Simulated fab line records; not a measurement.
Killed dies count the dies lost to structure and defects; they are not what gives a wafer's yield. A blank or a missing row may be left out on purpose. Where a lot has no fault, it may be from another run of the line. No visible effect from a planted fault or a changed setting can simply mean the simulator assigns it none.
Comparing a struck lot with a sound one -- flow gf180mcu -- 27 steps out of a route of 602
Sound: wafers L183.1, L183.2, L183.5. Struck: wafers L189.1, L189.5, L189.6. The cause is named last.
Per side, at each step with rows, come the tool, then ch with its chambers, and then its first start. Under that, the readings that differ: sound wafers -- struck wafers -- difference of the means -- sigmas: that difference in standard deviations of wafers without a fault.
alike: readings whose means differ by less than 2 such deviations, and words and numbers that are the same on both sides. not compared: withheld readings, readings that some wafer has no value for, bounds like >300 that may hide the same value, and numbers for which the record gives no deviation and whose values overlap.
A row with sigmas, a row that says differs or no value, or rows on one side alone: a step with any of these is where the two part. Numbers that have no deviation but don't overlap get no sigmas and don't part them. A reading that every wafer of one side lacks parts them only if that side has two wafers or more.

GF_NWELL_STRIP_10: strips in O2/N2.
  sound on plasma_asher-01 ch 0,1, day 3 09:19; struck on plasma_asher-01 ch 0,1, day 4 18:41
  alike: chamber_pressure_mTorr, drypump_motor_current_A, heater_power_w, oes_product_au, strip_time_to_endpoint_s
  not compared: rf_hours_counter_h
GF_NWELL_TW_MEAS_11:
  sound on film_metro-02 at day 3 09:25; struck on film_metro-02 at day 4 18:47
  alike: NWELL_TW
then, 7 steps without rows for these wafers: GF_LVPWELL_DEHYDRATE_00 (time 60 s); GF_LVPWELL_HMDS_01 (prime time 60 s); GF_LVPWELL_COAT_02 (resist thk 3000 nm); GF_LVPWELL_SOFTBAKE_03; GF_LVPWELL_EXPOSE_04 (exposes mask LVPWELL, target cd 600 nm); GF_LVPWELL_PEB_05; GF_LVPWELL_DEVELOP_06 (develop time 60 s).
GF_LVPWELL_OVL_MEAS_07:
  sound on overlay-02 at day 3 22:33; struck on overlay-02 at day 5 09:58
  alike: LVPWELL_OVL
then, 2 steps without rows for these wafers: GF_LVPWELL_IMPLANT_08; GF_LVPWELL_IMPLANT_09.
GF_LVPWELL_STRIP_10: strips in O2/N2.
  sound on plasma_asher-02 ch 0,1, day 3 22:53; struck on plasma_asher-04 ch 0,1, day 5 10:19
  no value came back on the struck wafers for any of 6 readings (chamber_pressure_mTorr (mTorr), drypump_motor_current_A (A) and others); on the sound wafers chamber_pressure_mTorr (mTorr) reads 1537.1 1538.9 1535.5
reading,sound,struck,difference,sigmas
model.coat_of_LVPWELL_COAT_02.thk_nm (nm),0 0 0,3000 3001 2992,+2998,
  not compared: rf_hours_counter_h
GF_LVPWELL_TW_MEAS_11:
  sound on film_metro-02 at day 3 22:59; struck on film_metro-04 at day 5 10:25
  alike: LVPWELL_TW
then, 7 steps without rows for these wafers: GF_MVSD_DEHYDRATE_00 (time 60 s); GF_MVSD_HMDS_01 (prime time 60 s); GF_MVSD_COAT_02 (resist thk 3000 nm); GF_MVSD_SOFTBAKE_03; GF_MVSD_EXPOSE_04 (exposes mask MVSD, target cd 1000 nm); GF_MVSD_PEB_05; GF_MVSD_DEVELOP_06 (develop time 60 s).
GF_MVSD_OVL_MEAS_07:
  sound on overlay-01 at day 4 13:10; struck on overlay-02 at day 6 00:55
  alike: MVSD_OVL
then, 2 steps without rows for these wafers: GF_MVSD_IMPLANT_08; GF_MVSD_IMPLANT_09.
GF_MVSD_STRIP_10: strips in O2/N2.
  sound on plasma_asher-03 ch 0,1, day 4 13:31; struck on plasma_asher-02 ch 0,1, day 6 01:16
reading,sound,struck,difference,sigmas
heater_power_w (W),295 277 293,339 346 335,+52,+2
oes_product_au (a.u.),0.717 0.721 0.725,0.740 0.746 0.747,+0.023,+5
strip_time_to_endpoint_s (s),37.01 36.84 36.99,81.18 81.30 81.17,+44.27,+99 or more
  alike: chamber_pressure_mTorr, drypump_motor_current_A
  not compared: rf_hours_counter_h
GF_MVSD_TW_MEAS_11:
  sound on film_metro-04 at day 4 13:37; struck on film_metro-04 at day 6 01:22
reading,sound,struck,difference,sigmas
MVSD_TW,1576 1570 1558,30 30 30,-1538,-99 or more
then, 1 step without rows for these wafers: GF_MVPSD_DEHYDRATE_00 (time 60 s).

== WHERE THEY PART ==
Earliest at GF_LVPWELL_STRIP_10; latest, in this record, at GF_MVSD_TW_MEAS_11.

WHY: what the simulator had put in
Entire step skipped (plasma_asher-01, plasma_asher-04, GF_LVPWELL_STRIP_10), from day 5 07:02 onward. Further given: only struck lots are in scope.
